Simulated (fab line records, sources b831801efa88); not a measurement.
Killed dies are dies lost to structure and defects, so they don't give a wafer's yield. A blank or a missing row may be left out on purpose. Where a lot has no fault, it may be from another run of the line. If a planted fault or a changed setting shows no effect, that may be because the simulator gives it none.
fab line records | flow sky130
record: lots: 13 | wafers: 39 | last_day: 50
route steps=708 shown VT_ADJUST_HVTP@95 CAP2M@606 VIA4@656 METAL5@666 PAD_OPEN@708
lots with no fault: from the same line, run without faults
start_h: the number of hours between the record's first day and the start of the first shown wafer of the lot | wait_h: hours since the lot's step before | " same as the row above | L1.1+2: a row that stands for several wafers | - no value, or no start given | * or withheld: withheld | < > ~ a bound
route shown NAME@n: names a module that has steps shown in the file, with the first one's number in the route | usual: mean/standard deviation of fault-free wafers | same: alike in all rows | chamber/n: place in a boat | sites: readings site by site | _std_site: the values' standard deviation | _edge_site: the outer-site mean with the inner-site mean subtracted | radius_mm: how far each site lies from the wafer's centre | mask NAME#n: copy n | behind: the last tool/chamber to shape the wafer | hold: cause of the lot's hold/its duration in hours/its outcome | device: names the non-switching transistor (n, p or np) | end of line: the tests these same wafers got at the end of their route | step lacking rows: just its recipe | killed: count of dies lost to structure and defects at first sort (not the wafer's yield) | map: the dies of a wafer, with x for killed, . for not killed, _ for no die there
set.NAME: the run value of the setting; set.NAME@STEP: its run value at that earlier step | model.NAME: the simulator's own value behind a step, which no gauge read
steps of the route over a sample of lots; a table a step, a row a wafer
services: from which hour (start_h, from the record's first day; less than 0 if before it) a tool's chamber was out of use, for how many hours, and why
== steps ==
step: SKY_VT_ADJUST_HVTP_STRIP_10
recipe: chemistry: O2/N2 | power_w: 1400 | pressure_mtorr: 1500 | platen_temp_c: withheld | o2_flow_sccm: 3000 | n2_flow_sccm: 300 | overash_fraction: 0.5
usual: drypump_motor_current_A: 5.6/0.42 | oes_product_au: 0.717/0.0048 | strip_time_to_endpoint_s: 14.19/0.043
lot.wafer | tool            | chamber | start_h | wait_h | drypump_motor_current_A | oes_product_au | rf_hours_counter_h | strip_time_to_endpoint_s
L238.1    | plasma_asher-03 | 1       | 117.68  | 0.1    | 5.8                     | 0.716          | 30                 | 14.20
L238.2    | "               | 0       | "       | "      | 4.9                     | 0.719          | 30                 | 14.27
L238.6    | "               | 0       | "       | "      | 4.9                     | 0.721          | -                  | 14.23
L239.2    | plasma_asher-03 | 1       | 127.25  | 0.1    | 5.8                     | 0.716          | 32                 | 14.21
L239.3    | "               | 0       | "       | "      | 4.9                     | 0.716          | -                  | 14.20
L239.6    | "               | 0       | "       | "      | 4.9                     | 0.717          | -                  | 14.27
L240.1    | plasma_asher-03 | 0       | 135.29  | 0.1    | 4.9                     | 0.720          | 33                 | 14.19
L240.2    | "               | 1       | "       | "      | 5.8                     | 0.709          | 33                 | 14.14
L240.5    | "               | 1       | "       | "      | 5.8                     | 0.714          | -                  | 14.13
L241.2    | plasma_asher-03 | 1       | 142.03  | 0.1    | 5.8                     | 0.713          | 34                 | 14.25
L241.3    | "               | 1       | "       | "      | 5.8                     | 0.704          | -                  | 14.28
L241.6    | "               | 1       | "       | "      | 5.8                     | 0.721          | -                  | 14.26
L245.3    | plasma_asher-03 | 0       | 162.62  | 0.1    | 4.9                     | 0.713          | -                  | 14.19
L245.5    | "               | 1       | "       | "      | 5.8                     | 0.712          | -                  | 14.17
L245.6    | "               | 0       | "       | "      | 4.9                     | 0.719          | -                  | 14.18
L247.2    | plasma_asher-03 | 0       | 183.13  | 0.1    | 4.9                     | 0.718          | 39                 | 14.09
L247.4    | "               | 1       | "       | "      | 5.8                     | 0.713          | -                  | 14.11
L247.5    | "               | 1       | "       | "      | 5.8                     | 0.712          | -                  | 14.13
L248.4    | plasma_asher-03 | 0       | 190.46  | 0.1    | 4.9                     | 0.715          | -                  | 14.24
L248.5    | "               | 0       | "       | "      | 4.9                     | 0.719          | -                  | 14.23
L248.6    | "               | 1       | "       | "      | 5.8                     | 0.718          | -                  | 14.28
L249.1    | plasma_asher-01 | 0       | 196.18  | 0.1    | 5.8                     | 0.718          | 47                 | 14.21
L249.3    | "               | 0       | "       | "      | 5.8                     | 0.708          | -                  | 14.17
L249.4    | "               | 1       | "       | "      | 6.0                     | 0.710          | -                  | 14.16
L250.1    | plasma_asher-01 | 0       | 199.43  | 0.1    | 5.8                     | 0.713          | 47                 | 14.20
L250.3    | "               | 0       | "       | "      | 5.9                     | 0.717          | -                  | 14.24
L250.6    | "               | 0       | "       | "      | 5.8                     | 0.718          | -                  | 14.24
L252.1    | plasma_asher-03 | 1       | 213.33  | 0.1    | 5.8                     | 0.717          | 42                 | 14.21
L252.3    | "               | 0       | "       | "      | 4.9                     | 0.723          | -                  | 14.23
L252.4    | "               | 1       | "       | "      | 5.8                     | 0.712          | -                  | 14.23
L253.1    | plasma_asher-04 | 1       | 218.02  | 0.1    | 6.0                     | 0.713          | 52                 | 14.21
L253.2    | "               | 0       | "       | "      | 5.8                     | 0.720          | 52                 | 14.17
L253.6    | "               | 0       | "       | "      | 5.8                     | 0.728          | -                  | 14.22
L257.1    | plasma_asher-03 | 0       | 240.28  | 0.1    | 4.9                     | 0.722          | 44                 | 14.16
L257.4    | "               | 0       | "       | "      | 4.9                     | 0.708          | -                  | 14.16
L257.5    | "               | 1       | "       | "      | 5.8                     | 0.718          | -                  | 14.13
L259.4    | plasma_asher-03 | 0       | 251.06  | 0.1    | 4.9                     | 0.708          | -                  | 14.20
L259.5    | "               | 1       | "       | "      | 5.8                     | 0.716          | -                  | 14.24
L259.6    | "               | 0       | "       | "      | 4.9                     | 0.715          | -                  | 14.20
step: SKY_CAP2M_RS_MEAS_03
recipe: thk_meas_gauge: four-point-probe | reads: TiN_of_CAP2M_SPUTTER_02
usual: CAP2M_TIN_RS: 6.91/0.062
lot.wafer | tool          | chamber | start_h | wait_h | CAP2M_TIN_RS[ohm/sq]
L238.1    | film_metro-04 | -       | 922.47  | 0.1    | 6.84
L238.2    | "             | -       | "       | "      | 6.86
L238.6    | "             | -       | "       | "      | 6.81
L239.2    | film_metro-03 | -       | 936.11  | 0.1    | 6.90
L239.3    | "             | -       | "       | "      | 6.88
L239.6    | "             | -       | "       | "      | 6.83
L240.1    | film_metro-04 | -       | 947.77  | 0.1    | 6.91
L240.2    | "             | -       | "       | "      | 6.97
L240.5    | "             | -       | "       | "      | 6.93
L241.2    | film_metro-01 | -       | 949.32  | 0.1    | 6.99
L241.3    | "             | -       | "       | "      | 6.94
L241.6    | "             | -       | "       | "      | 6.98
L245.3    | film_metro-01 | -       | 980.15  | 0.1    | 6.90
L245.5    | "             | -       | "       | "      | 6.96
L245.6    | "             | -       | "       | "      | 6.89
L247.2    | film_metro-03 | -       | 999.42  | 0.1    | 6.93
L247.4    | "             | -       | "       | "      | 6.94
L247.5    | "             | -       | "       | "      | 6.97
L248.4    | film_metro-04 | -       | 1006.72 | 0.1    | 6.99
L248.5    | "             | -       | "       | "      | 6.99
L248.6    | "             | -       | "       | "      | 7.00
L249.1    | film_metro-03 | -       | 1012.94 | 0.1    | 6.78
L249.3    | "             | -       | "       | "      | 6.79
L249.4    | "             | -       | "       | "      | 6.79
L250.1    | film_metro-01 | -       | 1014.84 | 0.1    | 6.88
L250.3    | "             | -       | "       | "      | 6.96
L250.6    | "             | -       | "       | "      | 6.91
L252.1    | film_metro-03 | -       | 1026.99 | 0.1    | 6.87
L252.3    | "             | -       | "       | "      | 6.84
L252.4    | "             | -       | "       | "      | 6.86
L253.1    | film_metro-03 | -       | 1035.69 | 0.1    | 6.95
L253.2    | "             | -       | "       | "      | 6.94
L253.6    | "             | -       | "       | "      | 6.93
L257.1    | film_metro-01 | -       | 1056.24 | 0.1    | 6.85
L257.4    | "             | -       | "       | "      | 6.84
L257.5    | "             | -       | "       | "      | 6.92
L259.4    | film_metro-01 | -       | 1066.24 | 0.1    | 6.97
L259.5    | "             | -       | "       | "      | 7.05
L259.6    | "             | -       | "       | "      | 7.02
step: SKY_VIA4_SPUTTER_17
recipe: material: TiN | target_thk_nm: 20 | chamber_pressure_pa: 5 | power_w: 4000 | time_s: 80
usual: throttle_valve_pct: 30.1/0.95
lot.wafer | tool           | chamber | start_h | wait_h | throttle_valve_pct
L238.1    | pvd_sputter-03 | -       | 996.86  | 0.0    | 30.5
L238.2    | "              | -       | "       | "      | 29.2
L238.6    | "              | -       | "       | "      | 28.9
L239.2    | pvd_sputter-03 | -       | 1009.27 | 0.0    | 29.0
L239.3    | "              | -       | "       | "      | 30.9
L239.6    | "              | -       | "       | "      | 28.9
L240.1    | pvd_sputter-03 | -       | 1021.12 | 0.0    | 30.5
L240.2    | "              | -       | "       | "      | 28.8
L240.5    | "              | -       | "       | "      | 29.1
L241.2    | pvd_sputter-04 | -       | 1022.43 | 0.0    | 29.2
L241.3    | "              | -       | "       | "      | 31.6
L241.6    | "              | -       | "       | "      | 31.5
L245.3    | pvd_sputter-04 | -       | 1050.13 | 0.0    | 29.4
L245.5    | "              | -       | "       | "      | 28.8
L245.6    | "              | -       | "       | "      | 28.8
L247.2    | pvd_sputter-01 | -       | 1068.87 | 0.0    | 30.3
L247.4    | "              | -       | "       | "      | 30.0
L247.5    | "              | -       | "       | "      | 31.2
L248.4    | pvd_sputter-01 | -       | 1076.24 | 0.0    | 30.9
L248.5    | "              | -       | "       | "      | 30.3
L248.6    | "              | -       | "       | "      | 31.1
L249.1    | pvd_sputter-03 | -       | 1081.08 | 0.0    | 28.9
L249.3    | "              | -       | "       | "      | 30.8
L249.4    | "              | -       | "       | "      | 30.4
L250.1    | pvd_sputter-01 | -       | 1082.48 | 0.0    | 31.8
L250.3    | "              | -       | "       | "      | 30.9
L250.6    | "              | -       | "       | "      | 31.3
L252.1    | pvd_sputter-01 | -       | 1093.81 | 0.0    | 31.4
L252.3    | "              | -       | "       | "      | 29.7
L252.4    | "              | -       | "       | "      | 31.0
L253.1    | pvd_sputter-04 | -       | 1102.03 | 0.0    | 29.0
L253.2    | "              | -       | "       | "      | 29.5
L253.6    | "              | -       | "       | "      | 31.5
L257.1    | pvd_sputter-01 | -       | 1120.83 | 0.0    | 31.4
L257.4    | "              | -       | "       | "      | 30.2
L257.5    | "              | -       | "       | "      | 31.2
L259.4    | pvd_sputter-03 | -       | 1130.07 | 0.0    | 29.3
L259.5    | "              | -       | "       | "      | 30.5
L259.6    | "              | -       | "       | "      | 30.7
step: SKY_METAL5_RS_MEAS_05
recipe: thk_meas_gauge: four-point-probe | reads: TiN_of_METAL5_SPUTTER_04+Ti_of_METAL5_SPUTTER_03+AlCu_of_METAL5_SPUTTER_02+TiN_of_METAL5_SPUTTER_01+Ti_of_METAL5_SPUTTER_00
usual: METAL5_ALCU_RS: 0.02706/0.00025
lot.wafer | tool          | chamber | start_h | wait_h | METAL5_ALCU_RS[ohm/sq]
L238.1    | film_metro-02 | -       | 997.72  | 0.0    | 0.02675
L238.2    | "             | -       | "       | "      | 0.02699
L238.6    | "             | -       | "       | "      | 0.02658
L239.2    | film_metro-02 | -       | 1010.15 | 0.0    | 0.02676
L239.3    | "             | -       | "       | "      | 0.02697
L239.6    | "             | -       | "       | "      | 0.02687
L240.1    | film_metro-02 | -       | 1021.98 | 0.0    | 0.02671
L240.2    | "             | -       | "       | "      | 0.02676
L240.5    | "             | -       | "       | "      | 0.02682
L241.2    | film_metro-02 | -       | 1023.31 | 0.0    | 0.02723
L241.3    | "             | -       | "       | "      | 0.02723
L241.6    | "             | -       | "       | "      | 0.02719
L245.3    | film_metro-02 | -       | 1051.03 | 0.1    | 0.02669
L245.5    | "             | -       | "       | "      | 0.02711
L245.6    | "             | -       | "       | "      | 0.02712
L247.2    | film_metro-01 | -       | 1069.75 | 0.0    | 0.02756
L247.4    | "             | -       | "       | "      | 0.02746
L247.5    | "             | -       | "       | "      | 0.02756
L248.4    | film_metro-01 | -       | 1077.14 | 0.1    | 0.02705
L248.5    | "             | -       | "       | "      | 0.02689
L248.6    | "             | -       | "       | "      | 0.02722
L249.1    | film_metro-01 | -       | 1081.98 | 0.0    | 0.02708
L249.3    | "             | -       | "       | "      | 0.02726
L249.4    | "             | -       | "       | "      | 0.02703
L250.1    | film_metro-01 | -       | 1083.33 | 0.0    | 0.02679
L250.3    | "             | -       | "       | "      | 0.0268
L250.6    | "             | -       | "       | "      | 0.02693
L252.1    | film_metro-01 | -       | 1094.68 | 0.0    | 0.02721
L252.3    | "             | -       | "       | "      | 0.02727
L252.4    | "             | -       | "       | "      | 0.02736
L253.1    | film_metro-01 | -       | 1102.89 | 0.0    | 0.0274
L253.2    | "             | -       | "       | "      | 0.02735
L253.6    | "             | -       | "       | "      | 0.02734
L257.1    | film_metro-01 | -       | 1121.69 | 0.0    | 0.02699
L257.4    | "             | -       | "       | "      | 0.02722
L257.5    | "             | -       | "       | "      | 0.02704
L259.4    | film_metro-01 | -       | 1131.10 | 0.1    | 0.02725
L259.5    | "             | -       | "       | "      | 0.02691
L259.6    | "             | -       | "       | "      | 0.02722
step: SKY_PAD_OPEN_PROBE_99
usual: killed_at_M0_to_M3: 44/7.7 | killed_at_M4_up: 3.2/1.7 | killed_at_contacts: 24/5.3 | killed_at_front_end: 15/4.3 | killed_at_other: 0.3/0.57 | killed_dies: 87/11 | killed_open: 47/7.4 | killed_short: 40/6.5
same: gross_dies: 492 | killed_at_back_side: 0
lot.wafer | tool      | chamber | start_h | wait_h | killed_at_M0_to_M3 | killed_at_M4_up | killed_at_contacts | killed_at_front_end | killed_at_other | killed_dies | killed_open | killed_short
L257.1    | prober-01 | -       | 1179.55 | 0.1    | 39                 | 3               | 28                 | 84                  | 1               | 155         | 50          | 34
L257.4    | prober-01 | -       | 1179.70 | 0.2    | 29                 | 1               | 26                 | 89                  | 0               | 145         | 37          | 36
L257.5    | prober-01 | -       | 1179.75 | 0.2    | 44                 | 3               | 20                 | 50                  | 0               | 117         | 45          | 40
L259.4    | prober-01 | -       | 1188.12 | 0.2    | 54                 | 1               | 15                 | 74                  | 0               | 144         | 46          | 32
L259.5    | prober-01 | -       | 1188.17 | 0.2    | 40                 | 1               | 29                 | 41                  | 0               | 111         | 41          | 40
L259.6    | prober-01 | -       | 1188.22 | 0.2    | 40                 | 2               | 25                 | 75                  | 1               | 143         | 39          | 37
killed by level:class
L257.1 VT_ADJUST_HVTP:unspecified=69 VIA1:geometric_particle:open=11 LI_CONTACT:geometric_particle:open=8 CONTACT:geometric_particle:open=8 VIA3:geometric_particle:open=8 VIA2:geometric_particle:open=6 CONTACT:geometric_particle:short=6 METAL2:geometric_particle:short=6
L257.4 VT_ADJUST_HVTP:unspecified=72 CONTACT:geometric_particle:open=10 VIA3:geometric_particle:open=6 LI_CONTACT:geometric_particle:short=5 CONTACT:geometric_particle:short=5 VIA2:geometric_particle:open=5 POLY_GATE:geometric_particle:short=4 METAL2:geometric_particle:short=4
L257.5 VT_ADJUST_HVTP:unspecified=32 CONTACT:geometric_particle:open=10 METAL1:geometric_particle:short=8 VIA3:geometric_particle:open=7 VIA1:geometric_particle:open=6 POLY_GATE:geometric_particle:open=5 LI_CONTACT:geometric_particle:open=5 VIA2:geometric_particle:open=5
L259.4 VT_ADJUST_HVTP:unspecified=65 METAL1:geometric_particle:short=11 CONTACT:geometric_particle:open=10 VIA1:geometric_particle:open=10 VIA2:geometric_particle:open=8 VIA1:geometric_particle:short=6 VIA2:geometric_particle:short=5 METAL2:geometric_particle:open=4
L259.5 VT_ADJUST_HVTP:unspecified=29 CONTACT:geometric_particle:open=10 LI_CONTACT:geometric_particle:open=7 CONTACT:geometric_particle:short=7 VIA1:geometric_particle:open=6 VIA1:geometric_particle:short=6 VIA2:geometric_particle:short=5 VIA2:geometric_particle:open=5
L259.6 VT_ADJUST_HVTP:unspecified=67 VIA1:geometric_particle:open=13 LI_CONTACT:geometric_particle:open=7 CONTACT:geometric_particle:open=7 METAL1:geometric_particle:short=7 POLY_GATE:geometric_particle:short=4 LOCAL_INTERCONNECT:geometric_particle:short=4 METAL2:geometric_particle:short=4
== services ==
tool            | chamber | start_h | hours | kind
pvd_sputter-01  | -       | 105.28  | 4.3   | repair
pvd_sputter-03  | -       | 111.80  | 1.5   | repair
pvd_sputter-01  | -       | 134.43  | 8.0   | repair
plasma_asher-03 | -       | 182.25  | 0.7   | repair
pvd_sputter-03  | -       | 204.87  | 2.0   | repair
pvd_sputter-03  | -       | 247.30  | 6.6   | repair
pvd_sputter-01  | -       | 247.40  | 1.1   | repair
plasma_asher-03 | -       | 266.13  | 1.1   | repair
pvd_sputter-03  | -       | 271.50  | 3.8   | repair
plasma_asher-03 | -       | 288.44  | 2.5   | repair
pvd_sputter-03  | -       | 311.48  | 3.2   | repair
pvd_sputter-03  | -       | 338.83  | 4.0   | repair
pvd_sputter-03  | -       | 352.74  | 5.9   | repair
pvd_sputter-03  | -       | 363.72  | 7.6   | repair
plasma_asher-03 | -       | 418.12  | 2.8   | pm
plasma_asher-03 | -       | 494.48  | 44.3  | pm
pvd_sputter-03  | -       | 524.25  | 3.6   | repair
pvd_sputter-01  | -       | 637.74  | 9.2   | repair
pvd_sputter-01  | -       | 717.10  | 16.7  | repair
plasma_asher-03 | -       | 723.94  | 6.9   | repair
pvd_sputter-01  | -       | 758.97  | 0.6   | repair
plasma_asher-03 | -       | 810.41  | 15.6  | pm
plasma_asher-03 | -       | 1055.25 | 9.0   | pm
plasma_asher-03 | -       | 1100.52 | 0.3   | repair
== key ==
first_sign: step: SKY_PAD_OPEN_PROBE_99 | reading: killed_at_front_end | direction: up | sigmas: 13 | usual: 15 | struck: 69
effect: step: SKY_PAD_OPEN_PROBE_99 | reading: killed_dies | direction: up | sigmas: 4.5 | usual: 87 | struck: 136
met_at SKY_VT_ADJUST_HVTP_STRIP_10
struck_lots L257,L259
tester_left_out L257,L259
not_acting_at SKY_CAP2M_RS_MEAS_03,SKY_VIA4_SPUTTER_17,SKY_METAL5_RS_MEAS_05
onset_between 213.33 240.28
also_fits time
fault: kind: chamber_particle_source | tool: plasma_asher-03 | chamber: - | onset_h: 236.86 | steps: SKY_VT_ADJUST_HVTP_STRIP_10 | rate_per_visit_cm2: 2.0414 | end_h: 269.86
tester_left_out: of these lots the tester's yield and bins aren't shown, on N5 and GAA mostly nor the transistor test; their killed dies are dies lost to structure and defects alone, not to doping, threshold or leakage, so they don't give the yield
